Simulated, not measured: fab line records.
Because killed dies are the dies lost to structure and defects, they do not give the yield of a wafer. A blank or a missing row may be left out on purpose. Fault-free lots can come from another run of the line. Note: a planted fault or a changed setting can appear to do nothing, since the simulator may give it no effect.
A lot that was struck, set against a sound lot	flow sky130	17 out of 708 route steps
Sound: wafers L932.4, L932.5, L932.6. Struck: wafers L940.4, L940.5, L940.6. The cause is named last.
Order at every step that has rows: each side's tool, ch and its chambers, its first start. Under that, the readings that differ: sound wafers	struck wafers	difference of the means	sigmas: that difference in standard deviations of wafers without a fault.
alike: readings with means less than 2 such deviations apart, plus words and numbers identical on both sides. not compared: withheld readings, readings lacking a value on some wafer, bounds such as >300 that could conceal the same value, and numbers that have no deviation in the record and whose values overlap.
The two part at a step that has a row with sigmas, a row that says differs or no value, or rows on one side only. Non-overlapping numbers with no deviation appear without sigmas and do not part them. A reading that every wafer of one side lacks parts them only if that side has two wafers or more.

SKY_FIELD_ISO_THK_MEAS_02:
  sound on film metro-01 at day 1 16:59; struck on film metro-01 at day 3 08:41
reading	sound	struck	difference	sigmas
FIELD_ISO_OXIDATION_00_THK (nm)	12.39 12.35 12.47	11.92 11.68 11.85	-0.59	-3
then, 1 step without rows for these wafers: SKY_FIELD_ISO_CVD_03 (deposits Si3N4 from DCS/NH3, target thk 165 nm, time 2830 s).
SKY_FIELD_ISO_THK_MEAS_04:
  sound on film metro-04 at day 1 18:50; struck on film metro-01 at day 3 11:30
  alike: FIELD_ISO_CVD_03_THK
then, 8 steps without rows for these wafers: SKY_FIELD_ISO_DEHYDRATE_05 (time 60 s); SKY_FIELD_ISO_HMDS_06 (prime time 60 s); SKY_FIELD_ISO_COAT_07 (resist thk 60 nm); SKY_FIELD_ISO_COAT_08 (resist thk 450 nm); SKY_FIELD_ISO_SOFTBAKE_09 (time 90 s); SKY_FIELD_ISO_EXPOSE_10 (exposes mask FOM, target cd 150 nm); SKY_FIELD_ISO_PEB_11; SKY_FIELD_ISO_DEVELOP_12 (develop time 60 s).
SKY_FIELD_ISO_CD_MEAS_13 targets a cd of 150 nm.
  sound on cd sem-01 at day 2 08:22; struck on cd sem-01 at day 4 04:16
reading	sound	struck	difference	sigmas
cd nm (nm)	148.5 147.5 147.2	150.9 152.6 152.6	+4.3	+2
SKY_FIELD_ISO_ETCH_14: etches BARC in N2/H2, stops on SiO2, time 45.9 s, target depth 60 nm.
  sound on rie diel-02 ch 2,3, day 2 08:25; struck on rie diel-01 ch 0,3, day 4 04:19
reading	sound	struck	difference	sigmas
oes product au (a.u.)	0.858 0.854 0.851	0.779 0.775 0.783	-0.075	-15
run length s (s)	74.3 74.4 74.6	83.0 82.7 82.1	+8.2	+21
model.KrF-thick_of_FIELD_ISO_COAT_08.thk nm (nm)	392.4 393.7 393.2	384.9 384.8 384.6	-8.3	
  alike: drypump motor current A, throttle valve pct
  not compared: rf hours counter h
SKY_FIELD_ISO_ETCH_15: etches the open film in CHF3/O2, stops on Si, target depth 180 nm, time 72 s.
  sound on rie diel-02 ch 2,3, day 2 08:28; struck on rie diel-01 ch 0,3, day 4 04:22
reading	sound	struck	difference	sigmas
model.KrF-thick_of_FIELD_ISO_COAT_08.thk nm (nm)	236.9 241.2 236.9	226.7 226 225.4	-12.3	
  alike: drypump motor current A, oes product au, run length s, throttle valve pct
  not compared: rf hours counter h
SKY_FIELD_ISO_STRIP_16: strips in O2/N2.
  sound on plasma asher-03 ch 0,1, day 2 08:33; struck on plasma asher-01 ch 0,1, day 4 04:27
reading	sound	struck	difference	sigmas
oes product au (a.u.)	0.386 0.375 0.386	0.372 0.378 0.370	-0.009	-2
strip time to endpoint s (s)	3.55 3.58 3.56	3.44 3.44 3.43	-0.13	-3
  alike: drypump motor current A
  not compared: rf hours counter h
SKY_FIELD_ISO_ETCH_17: etches Si in HBr/Cl2/O2, target depth 342 nm, time 97.7 s.
  sound on rie si-01 ch 0,3, day 2 08:37; struck on rie si-02 ch 0,1,3, day 4 04:31
  alike: drypump motor current A, oes product au, run length s, throttle valve pct
  not compared: rf hours counter h
-- here the record skips 44 days between the struck wafers' starts before and after, leaving off in module FIELD_ISO and picking up in module PAD_OPEN (first step shown: number 708 of the route) --
SKY_PAD_OPEN_PROBE_99:
  sound on prober-02 at day 46 04:23; struck on prober-02 at day 48 07:01
  alike: killed_at_M0_to_M3, killed_at_M4_up, killed at contacts, killed at front end, killed at other, killed dies, killed on rim, killed open, killed short

WHERE THEY PART
Earliest at SKY_FIELD_ISO_THK_MEAS_02; latest, in this record, at SKY_FIELD_ISO_STRIP_16. Later steps at which nothing parts them and some readings are alike: SKY_FIELD_ISO_ETCH_17, SKY_PAD_OPEN_PROBE_99.

WHY: what had been put in by the simulator
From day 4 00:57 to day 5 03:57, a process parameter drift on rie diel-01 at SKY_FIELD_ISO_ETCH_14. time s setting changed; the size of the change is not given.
